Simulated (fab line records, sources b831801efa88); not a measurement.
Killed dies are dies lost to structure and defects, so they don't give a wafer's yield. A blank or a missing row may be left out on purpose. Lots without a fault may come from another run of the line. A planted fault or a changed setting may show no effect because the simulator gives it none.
A struck lot beside a sound one | flow gf180mcu | 15 steps out of a route of 602
Sound: wafers L802.2, L802.4, L802.6. Struck: wafers L806.2, L806.5, L806.6. The cause comes at the end.
At each step with rows: each side's tool, then ch and its chambers, then its first start. Under that, the readings that differ: sound wafers | struck wafers | difference of the means | sigmas: that difference in standard deviations of wafers without a fault.
alike: readings whose means differ by less than 2 such deviations, and words and numbers that are the same on both sides. not compared: withheld readings, readings that some wafer has no value for, bounds like >300 that may hide the same value, and numbers for which the record gives no deviation and whose values overlap.
The two part at a step that has a row with sigmas, a row that says differs or no value, or rows on one side only. Numbers that don't overlap but have no deviation are shown without sigmas and don't part them. A reading that every wafer of one side lacks parts them only if that side has two wafers or more.

first, 2 steps without rows for these wafers: GF_CONTACT_ETCH_16 (etches BARC in N2/H2); GF_CONTACT_ETCH_17 (etches SiO2 in C4F8/O2/Ar, stops on CoSi2, target depth 860 nm).
GF_CONTACT_STRIP_18: strips in O2/N2.
  sound on plasma_asher-04 ch 0,1, day 20 12:56; struck on plasma_asher-01 ch 0,1, day 21 22:32
  alike: drypump_motor_current_A, heater_power_w, oes_product_au, platen_temp_c
  not compared: rf_hours_counter_h
then, 3 steps without rows for these wafers: GF_CONTACT_CLEAN_19 (cleans in SPM); GF_CONTACT_CLEAN_20 (cleans in DIW); GF_CONTACT_CLEAN_21 (cleans in dHF, time 20 s).
GF_CONTACT_SPUTTER_22: material Ti, target thk 15 nm, time 80.02 s.
  sound on pvd_sputter-03, day 20 13:15; struck on pvd_sputter-04, day 21 22:50
  alike: chamber_pressure_pa, throttle_valve_pct
GF_CONTACT_SPUTTER_23: material TiN, target thk 10 nm, time 40 s.
  sound on pvd_sputter-03, day 20 13:19; struck on pvd_sputter-04, day 21 22:53
  alike: chamber_pressure_pa, throttle_valve_pct
then, 1 step without rows for these wafers: GF_CONTACT_CVD_24 (deposits W, target thk 300 nm, time 90.339 s).
GF_CONTACT_RS_MEAS_25: measures by four-point-probe.
  sound on film_metro-01, day 20 13:28; struck on film_metro-03, day 21 23:03
  alike: CONTACT_W_RS
GF_CONTACT_THK_MEAS_26: measures by xrf.
  sound on film_metro-01, day 20 13:35; struck on film_metro-03, day 21 23:10
  alike: CONTACT_W_THK
GF_CONTACT_CMP_27: polishes, stops on SiO2, t overpolish 15 s, target thk 0 nm.
  sound on cmp-01 ch 2,3, day 20 13:38; struck on cmp-02 ch 0,2,3, day 21 23:32
  reading             | sound          | struck         | difference | sigmas
  motor_current_A (A) | 12.8 11.8 11.8 | 11.2 10.3 10.1 | -1.6       | -2
  alike: overpolish_run_s, slurry_filter_dp_kPa, time_to_endpoint_s
GF_M1_SPUTTER_00: material Ti, target thk 37.5 nm, time 150 s.
  sound on pvd_sputter-04, day 20 13:56; struck on pvd_sputter-04, day 21 23:41
  reading                               | sound             | struck            | difference | sigmas
  chamber_pressure_pa (Pa)              | 1.993 2.000 2.003 | 2.274 2.271 2.272 | +0.274     | +68
  throttle_valve_pct (%)                | 30.2 29.9 30.3    | 29.3 29.2 27.9    | -1.3       | -3
  model.Ti_of_M1_SPUTTER_00.thk_nm (nm) | 37.79 37.91 37.76 | 34.16 34.4 34.62  | -3.43      |
GF_M1_SPUTTER_01: material TiN, target thk 30 nm, time 25 s.
  sound on pvd_sputter-04, day 20 14:02; struck on pvd_sputter-04, day 21 23:47
  reading                  | sound                | struck               | difference | sigmas
  chamber_pressure_pa (Pa) | 0.3980 0.4000 0.3997 | 0.4003 0.4008 0.4019 | +0.0018    | +2
  alike: throttle_valve_pct
-- the record jumps here: 11 days lie between the struck wafers' starts before and after (it left off in module M1 and takes up again in module PASSIVATION, whose first step shown is number 602 of the route) --
GF_PASSIVATION_PROBE_99:
  the record has rows for the struck wafers here (prober-02, day 33 11:29) and none for the sound ones

WHERE THEY PART
First at GF_CONTACT_CMP_27; last, within this record, at GF_PASSIVATION_PROBE_99.

WHY: what the simulator had put in
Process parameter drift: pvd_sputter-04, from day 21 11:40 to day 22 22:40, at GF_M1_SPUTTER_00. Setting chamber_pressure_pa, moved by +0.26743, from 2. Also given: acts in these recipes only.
